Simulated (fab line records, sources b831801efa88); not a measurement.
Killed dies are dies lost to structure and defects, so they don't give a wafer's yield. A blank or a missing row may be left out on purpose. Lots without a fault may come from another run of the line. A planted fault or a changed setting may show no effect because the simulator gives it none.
One fault seen from 2 desks | flow sky130 | each desk has only its own numbers; what lay behind them comes last

THE METROLOGY DESK
What the gauges read, lot by lot, whatever tool the lot ran on: means of the sampled wafers that have a number. A lot is out of limits, marked OUT, if its mean lies more than 4 standard deviations from the usual mean; the brackets give that distance.
Columns: A = cd_nm at SKY_POLY_GATE_CD_MEAS_22, usual 149 nm; B = LDD_N_OVL at SKY_LDD_N_OVL_MEAS_07, usual 0.2 nm
lot  | first seen here | A   | B
L512 | day 17 10:38    | 148 | -0.1
L516 | day 18 10:52    | 145 | 0.5
L517 | day 18 16:38    | 150 | -0.6
L525 | day 21 20:20    | 148 | -0.1
L531 | day 24 10:34    | 147 | 0.7
L529 | day 24 11:52    | 148 | 0.0
This desk's finding: nothing out of limits on any of the 6 lots.

THE TOOL OWNER'S DESK: implanter-01
The tool's own readings at SKY_LDD_N_IMPLANT_11: means of the sampled wafers that have a number, for each lot that ran on this tool. A lot is out of limits, marked OUT, if its mean lies more than 4 standard deviations from the usual mean; the brackets give that distance.
Columns: A = dose_ions_cm2 at SKY_LDD_N_IMPLANT_11, usual 7.501e+13; B = end_station_pressure_torr at SKY_LDD_N_IMPLANT_11, usual 5.4e-06 Torr; C = faraday_current_uA at SKY_LDD_N_IMPLANT_11, usual 424
lot  | first seen here | A                           | B       | C
L512 | day 18 17:13    | 7.500e+13                   | 5.4e-06 | 422
L516 | day 19 17:44    | 8.450e+13 (+99 or more) OUT | 5.4e-06 | 480 (+6.3) OUT
L517 | day 20 00:35    | 8.442e+13 (+99 or more) OUT | 5.8e-06 | 484 (+6.7) OUT
L525 | day 23 03:57    | 7.493e+13                   | 5.4e-06 | 422
L529 | day 25 18:15    | 7.506e+13                   | 5.2e-06 | 430
This desk's finding: out of limits on L516, L517; first on L516, day 19 17:44 (dose_ions_cm2 at SKY_LDD_N_IMPLANT_11). In limits: L512, L525, L529.

PUT TOGETHER
The tool owner's desk could have raised an alarm at day 19 17:44, on L516, L517.
The metrology desk saw nothing out of limits.
The metrology desk has L516, L517 on record, within its limits.
Of the lots named, all ran SKY_LDD_N_IMPLANT_11 on implanter-01.

WHAT THE SIMULATOR HAD PUT IN
Process parameter drift: implanter-01, from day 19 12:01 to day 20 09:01, at SKY_LDD_N_IMPLANT_11. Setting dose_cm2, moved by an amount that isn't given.
Lots struck among those shown: L516, L517.
Hours from the fault's start to each desk's first reading out of limits: the tool owner's desk, 6.
